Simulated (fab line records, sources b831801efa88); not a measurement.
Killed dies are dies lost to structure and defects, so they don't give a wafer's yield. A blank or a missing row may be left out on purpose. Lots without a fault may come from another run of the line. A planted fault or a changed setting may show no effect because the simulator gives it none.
A struck lot beside a sound one | flow sfq_line | 42 steps out of a route of 325
Sound: wafers L987.1, L987.2, L987.6. Struck: wafers L982.1, L982.5, L982.6. The cause comes at the end.
At each step with rows: each side's tool, then ch and its chambers, then its first start. Under that, the readings that differ: sound wafers | struck wafers | difference of the means | sigmas: that difference in standard deviations of wafers without a fault.
alike: readings whose means differ by less than 2 such deviations, and words and numbers that are the same on both sides. not compared: withheld readings, readings that some wafer has no value for, bounds like >300 that may hide the same value, and numbers for which the record gives no deviation and whose values overlap.
The two part at a step that has a row with sigmas, a row that says differs or no value, or rows on one side only. Numbers that don't overlap but have no deviation are shown without sigmas and don't part them. A reading that every wafer of one side lacks parts them only if that side has two wafers or more.

SFQ_I6_OVL_MEAS_942:
  sound on overlay-01, day 89 01:37; struck on overlay-01, day 82 18:17
  alike: I6_OVL
then, 5 steps without rows for these wafers: SFQ_TRILAYER_I6_VIA_BARC_OPEN_VIA_ETCH_235 (etches BARC in O2, target depth 125 nm, time 41.7 s); SFQ_TRILAYER_I6_VIA_ETCH_VIA_ETCH_172 (etches SiO2 in CHF3, stops on Nb, target depth 260 nm); SFQ_TRILAYER_I6_VIA_STRIP_STRIP_173 (strips in O2); SFQ_TRILAYER_I6_VIA_STRIP_SOLV_CLEAN_174 (cleans in NMP, time 600 s); SFQ_TRILAYER_M7_DEP_PRE_CLEAN_176 (time 22.5 s).
SFQ_TRILAYER_M7_DEP_SPUTTER_175: material Nb, target thk 200 nm, time 127.5 s.
  sound on pvd_sputter-05, day 89 03:13; struck on pvd_sputter-04, day 82 19:16
  alike: throttle_valve_pct
SFQ_M7_RS_MEAS_943: measures by four-point-probe.
  sound on film_metro-01, day 89 03:18; struck on film_metro-03, day 82 19:22
  alike: M7_NB_RS
then, 3 steps without rows for these wafers: SFQ_TRILAYER_M7_LITHO_COAT_182 (resist thk 62 nm); SFQ_TRILAYER_M7_LITHO_COAT_177 (resist thk 600 nm); SFQ_TRILAYER_M7_LITHO_SOFTBAKE_181.
-- the record jumps here: 4 days lie between the struck wafers' starts before and after --
SFQ_TRILAYER_M7_LITHO_EXPOSE_178: exposes mask M7, target cd 500 nm.
  sound on krf_scanner-01 ch 0, day 89 06:41; struck on krf_scanner-02 ch 0, day 86 20:05
  reading              | sound                | struck               | difference | sigmas
  exposure_dose_mJ_cm2 | 14.422 14.444 14.405 | 17.409 17.417 17.405 | +2.987     | +99 or more
  alike: mask, focus_offset_nm
then, 2 steps without rows for these wafers: SFQ_TRILAYER_M7_LITHO_PEB_180 (peb time 60 s); SFQ_TRILAYER_M7_LITHO_DEVELOP_179 (time 60 s).
SFQ_M7_OVL_MEAS_945:
  sound on overlay-01, day 89 08:11; struck on overlay-01, day 86 21:35
  alike: M7_OVL
SFQ_TRILAYER_M7_BARC_OPEN_METAL_ETCH_229: etches BARC in O2, target depth 125 nm, time 41.7 s.
  sound on rie_metal-02 ch 0, day 89 08:13; struck on rie_metal-01 ch 0,1, day 86 21:37
  reading             | sound             | struck            | difference | sigmas
  model.M7.cd_nm (nm) | 501.1 501.8 501.7 | 471.8 471.1 472.2 | -29.8      |
  alike: drypump_motor_current_A, oes_product_au
  not compared: rf_hours_counter_h
SFQ_TRILAYER_M7_ETCH_METAL_ETCH_180: etches Nb in Cl2/Ar, stops on SiO2, target depth 240 nm, time 120 s.
  sound on rie_metal-02 ch 0, day 89 08:20; struck on rie_metal-01 ch 0,1, day 86 21:41
  reading             | sound             | struck          | difference | sigmas
  model.M7.cd_nm (nm) | 502.3 502.4 501.2 | 473 470.9 470.5 | -30        |
  alike: drypump_motor_current_A, oes_product_au
  not compared: rf_hours_counter_h
SFQ_TRILAYER_M7_STRIP_STRIP_181: strips in O2.
  sound on rie_metal-02 ch 0, day 89 08:35; struck on rie_metal-01 ch 0,1, day 86 21:49
  alike: drypump_motor_current_A, oes_product_au
  not compared: rf_hours_counter_h
then, 1 step without rows for these wafers: SFQ_TRILAYER_M7_STRIP_SOLV_CLEAN_182 (cleans in NMP, time 600 s).
SFQ_TRILAYER_I7_DEP_PECVD_183: deposits SiO2 from SiH4/N2O, time 111.11 s, target thk 500 nm.
  sound on pecvd-04 ch 1,2, day 89 09:58; struck on pecvd-02 ch 0,1, day 86 22:35
  alike: heater_power_w, throttle_valve_pct
SFQ_TRILAYER_I7_CMP_CMP_184: polishes SiO2.
  sound on cmp-02 ch 0,1, day 89 10:02; struck on cmp-02 ch 0,1,3, day 86 23:40
  reading                | sound       | struck      | difference | sigmas
  time_to_endpoint_s (s) | 213 214 220 | 191 200 204 | -17        | -3
  alike: motor_current_A
SFQ_I7_BOW_MEAS_946:
  sound on film_metro-02, day 89 13:02; struck on film_metro-02, day 87 01:40
  alike: I7_BOW
then, 7 steps without rows for these wafers: SFQ_TRILAYER_I7_METRO_MEASURE_185; SFQ_TRILAYER_I7_VIA_LITHO_COAT_192 (resist thk 62 nm); SFQ_TRILAYER_I7_VIA_LITHO_COAT_187 (resist thk 650 nm); SFQ_TRILAYER_I7_VIA_LITHO_SOFTBAKE_191; SFQ_TRILAYER_I7_VIA_LITHO_EXPOSE_188 (exposes mask I7, target cd 1000 nm); SFQ_TRILAYER_I7_VIA_LITHO_PEB_190 (peb time 60 s); SFQ_TRILAYER_I7_VIA_LITHO_DEVELOP_189 (time 60 s).
-- the record jumps here: 4 days lie between the struck wafers' starts before and after --
SFQ_I7_OVL_MEAS_947:
  sound on overlay-01, day 93 13:26; struck on overlay-01, day 90 21:25
  alike: I7_OVL
SFQ_TRILAYER_I7_VIA_BARC_OPEN_VIA_ETCH_260: etches BARC in O2, target depth 125 nm, time 41.7 s.
  sound on rie_diel-04 ch 0,1, day 93 13:28; struck on rie_diel-03 ch 2,3, day 90 21:28
  alike: drypump_motor_current_A, oes_product_au
  not compared: rf_hours_counter_h
then, 10 steps without rows for these wafers: SFQ_TRILAYER_I7_VIA_ETCH_VIA_ETCH_190 (etches SiO2 in CHF3, stops on Nb, target depth 260 nm); SFQ_TRILAYER_I7_VIA_STRIP_STRIP_191 (strips in O2); SFQ_TRILAYER_I7_VIA_STRIP_SOLV_CLEAN_192 (cleans in NMP, time 600 s); SFQ_TRILAYER_M8_LITHO_LOR_COAT_197; SFQ_TRILAYER_M8_LITHO_LOR_BAKE_198; SFQ_TRILAYER_M8_LITHO_COAT_193 (resist thk 600 nm); SFQ_TRILAYER_M8_LITHO_SOFTBAKE_199; SFQ_TRILAYER_M8_LITHO_EXPOSE_194 (exposes mask M8, target cd 2000 nm); SFQ_TRILAYER_M8_LITHO_PEB_196 (peb time 60 s); SFQ_TRILAYER_M8_LITHO_DEVELOP_195 (img clear 15 s, time 55 s).
-- the record jumps here: 4 days lie between the struck wafers' starts before and after --
SFQ_M8_BOW_MEAS_951:
  sound on film_metro-04, day 96 23:31; struck on film_metro-03, day 94 23:23
  reading               | sound            | struck            | difference | sigmas
  model.etest.m7.ohm_um | 1.837 1.844 1.86 | 1.951 1.982 1.982 | +0.125     |
  alike: M8_BOW

WHERE THEY PART
First at SFQ_TRILAYER_M7_LITHO_EXPOSE_178; last, within this record, at SFQ_TRILAYER_I7_CMP_CMP_184. Later steps at which nothing parts them and some readings are alike: SFQ_I7_BOW_MEAS_946, SFQ_I7_OVL_MEAS_947, SFQ_TRILAYER_I7_VIA_BARC_OPEN_VIA_ETCH_260, SFQ_M8_BOW_MEAS_951.

WHY: what the simulator had put in
Process parameter drift: krf_scanner-02, from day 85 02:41 on, at SFQ_TRILAYER_M7_LITHO_EXPOSE_178. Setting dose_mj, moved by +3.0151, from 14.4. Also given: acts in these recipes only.
